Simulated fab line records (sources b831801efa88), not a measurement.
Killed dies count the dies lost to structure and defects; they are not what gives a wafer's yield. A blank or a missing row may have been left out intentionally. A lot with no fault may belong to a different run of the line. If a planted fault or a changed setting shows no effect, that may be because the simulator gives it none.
Lot-split experiment / flow sky130 / route with 708 steps; 5 lots, 23 wafers read

ABOUT THE SPLIT
At SKY_VT_ADJUST_LVTN_IMPLANT_19, the setting dose cm2 was moved away from the recipe's 6.5e+11 on 8 of the 23 wafers read, by +3.8% to +7.4%. The other wafers ran this setting at the recipe's value.

FROM SPLIT TO READING: 1 step shown by the file between the two
- SKY_VT_ADJUST_LVTN_STRIP_20: strips in O2/N2

THE READING
VT_ADJUST_LVTN_2_TW, at SKY_VT_ADJUST_LVTN_TW_MEAS_21. On this fab line, fault-free wafers typically give 187.5 with a standard deviation of 1.1.

wafer=L076.1; tool, chamber at the split=implanter-02, 0; dose cm2 as run=6.5e+11; against the recipe=recipe; VT_ADJUST_LVTN_2_TW=188.5; against lot-mates on the recipe=-
wafer=L076.2; tool, chamber at the split=implanter-02, 0; dose cm2 as run=6.5e+11; against the recipe=recipe; VT_ADJUST_LVTN_2_TW=186.4; against lot-mates on the recipe=-
wafer=L076.3; tool, chamber at the split=implanter-02, 0; dose cm2 as run=6.5e+11; against the recipe=recipe; VT_ADJUST_LVTN_2_TW=187.1; against lot-mates on the recipe=-
wafer=L076.4; tool, chamber at the split=implanter-02, 0; dose cm2 as run=6.5e+11; against the recipe=recipe; VT_ADJUST_LVTN_2_TW=187.4; against lot-mates on the recipe=-
wafer=L076.5; tool, chamber at the split=implanter-02, 0; dose cm2 as run=6.5e+11; against the recipe=recipe; VT_ADJUST_LVTN_2_TW=186.5; against lot-mates on the recipe=-
wafer=L078.2; tool, chamber at the split=implanter-01, 0; dose cm2 as run=6.5e+11; against the recipe=recipe; VT_ADJUST_LVTN_2_TW=188.7; against lot-mates on the recipe=-
wafer=L078.5; tool, chamber at the split=implanter-01, 0; dose cm2 as run=6.5e+11; against the recipe=recipe; VT_ADJUST_LVTN_2_TW=189.1; against lot-mates on the recipe=-
wafer=L078.6; tool, chamber at the split=implanter-01, 0; dose cm2 as run=6.5e+11; against the recipe=recipe; VT_ADJUST_LVTN_2_TW=189.3; against lot-mates on the recipe=-
wafer=L079.2; tool, chamber at the split=implanter-02, 0; dose cm2 as run=6.5e+11; against the recipe=recipe; VT_ADJUST_LVTN_2_TW=188.8; against lot-mates on the recipe=-
wafer=L079.3; tool, chamber at the split=implanter-02, 0; dose cm2 as run=6.843e+11; against the recipe=+5.3%; VT_ADJUST_LVTN_2_TW=191.5; against lot-mates on the recipe=+3.1
wafer=L079.4; tool, chamber at the split=implanter-02, 0; dose cm2 as run=6.843e+11; against the recipe=+5.3%; VT_ADJUST_LVTN_2_TW=190.6; against lot-mates on the recipe=+2.2
wafer=L079.5; tool, chamber at the split=implanter-02, 0; dose cm2 as run=6.843e+11; against the recipe=+5.3%; VT_ADJUST_LVTN_2_TW=191.2; against lot-mates on the recipe=+2.8
wafer=L079.6; tool, chamber at the split=implanter-02, 0; dose cm2 as run=6.5e+11; against the recipe=recipe; VT_ADJUST_LVTN_2_TW=188.0; against lot-mates on the recipe=-
wafer=L080.1; tool, chamber at the split=implanter-01, 0; dose cm2 as run=6.749e+11; against the recipe=+3.8%; VT_ADJUST_LVTN_2_TW=190.9; against lot-mates on the recipe=+2.2
wafer=L080.2; tool, chamber at the split=implanter-01, 0; dose cm2 as run=6.5e+11; against the recipe=recipe; VT_ADJUST_LVTN_2_TW=188.6; against lot-mates on the recipe=-
wafer=L080.3; tool, chamber at the split=implanter-01, 0; dose cm2 as run=6.749e+11; against the recipe=+3.8%; VT_ADJUST_LVTN_2_TW=191.5; against lot-mates on the recipe=+2.8
wafer=L080.4; tool, chamber at the split=implanter-01, 0; dose cm2 as run=6.5e+11; against the recipe=recipe; VT_ADJUST_LVTN_2_TW=188.9; against lot-mates on the recipe=-
wafer=L080.5; tool, chamber at the split=implanter-01, 0; dose cm2 as run=6.749e+11; against the recipe=+3.8%; VT_ADJUST_LVTN_2_TW=191.1; against lot-mates on the recipe=+2.3
wafer=L085.1; tool, chamber at the split=implanter-02, 0; dose cm2 as run=6.5e+11; against the recipe=recipe; VT_ADJUST_LVTN_2_TW=188.1; against lot-mates on the recipe=-
wafer=L085.2; tool, chamber at the split=implanter-02, 0; dose cm2 as run=6.5e+11; against the recipe=recipe; VT_ADJUST_LVTN_2_TW=187.4; against lot-mates on the recipe=-
wafer=L085.3; tool, chamber at the split=implanter-02, 0; dose cm2 as run=6.984e+11; against the recipe=+7.4%; VT_ADJUST_LVTN_2_TW=192.0; against lot-mates on the recipe=+3.9
wafer=L085.5; tool, chamber at the split=implanter-02, 0; dose cm2 as run=6.5e+11; against the recipe=recipe; VT_ADJUST_LVTN_2_TW=188.8; against lot-mates on the recipe=-
wafer=L085.6; tool, chamber at the split=implanter-02, 0; dose cm2 as run=6.984e+11; against the recipe=+7.4%; VT_ADJUST_LVTN_2_TW=191.5; against lot-mates on the recipe=+3.4

FIT RESULTS
A straight line over all 23 wafers: VT_ADJUST_LVTN_2_TW changes by +0.56 for each +1% of dose cm2; r = +0.87; the points scatter about the line by 0.87.
The same after taking each lot's own level away (the mean of its wafers on the recipe; 23 wafers): +0.517 for each +1%; r = +0.94; scatter 0.52.
That fit puts the effect of the largest move of dose cm2 on the reading at 3.9.
Measured against the standard deviation above, the lots' own levels, which go from 187.18 to 189.03, span 1.7 times it.
So the lot-to-lot level changes the slope little: the two slopes agree.
Check: +3.88 against its lot-mates is what the line predicts for one of the wafers moved furthest among these (+7.4%) when that wafer is left out of the fit. It came out at +3.9 against them.

OTHER SPLITS ON THESE WAFERS
These wafers also went through other splits before the reading. Each is held against what the fit with the lots' levels taken away leaves over:
other split on the same wafers=SKY_FIELD_ISO_OXIDATION_01 ox time s; wafers away from the commonest value=15; r with VT_ADJUST_LVTN_2_TW (lot level and that fit taken away)=+0.12
other split on the same wafers=SKY_FIELD_ISO_EXPOSE_10 dose mj; wafers away from the commonest value=5; r with VT_ADJUST_LVTN_2_TW (lot level and that fit taken away)=+0.05
other split on the same wafers=SKY_FIELD_ISO_ETCH_14 bias w; wafers away from the commonest value=10; r with VT_ADJUST_LVTN_2_TW (lot level and that fit taken away)=+0.38
other split on the same wafers=SKY_FIELD_ISO_OXIDATION_22 temp c; wafers away from the commonest value=10; r with VT_ADJUST_LVTN_2_TW (lot level and that fit taken away)=-0.12
other split on the same wafers=SKY_DNWELL_COAT_02 spin rpm; wafers away from the commonest value=8; r with VT_ADJUST_LVTN_2_TW (lot level and that fit taken away)=-0.19
other split on the same wafers=SKY_NWELL_COAT_05 spin rpm; wafers away from the commonest value=12; r with VT_ADJUST_LVTN_2_TW (lot level and that fit taken away)=+0.16
other split on the same wafers=SKY_NWELL_IMPLANT_24 energy kev; wafers away from the commonest value=7; r with VT_ADJUST_LVTN_2_TW (lot level and that fit taken away)=-0.01
other split on the same wafers=SKY_VT_ADJUST_HVTP_DEVELOP_06 develop time s; wafers away from the commonest value=5; r with VT_ADJUST_LVTN_2_TW (lot level and that fit taken away)=+0.04
other split on the same wafers=SKY_VT_ADJUST_LVTN_SOFTBAKE_03 temp c; wafers away from the commonest value=11; r with VT_ADJUST_LVTN_2_TW (lot level and that fit taken away)=-0.19
other split on the same wafers=SKY_VT_ADJUST_LVTN_DEVELOP_06 develop time s; wafers away from the commonest value=6; r with VT_ADJUST_LVTN_2_TW (lot level and that fit taken away)=-0.31

THE FILE'S OWN FIT
VT_ADJUST_LVTN_2_TW changes by +0.519 for each +1% of dose cm2, r = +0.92.
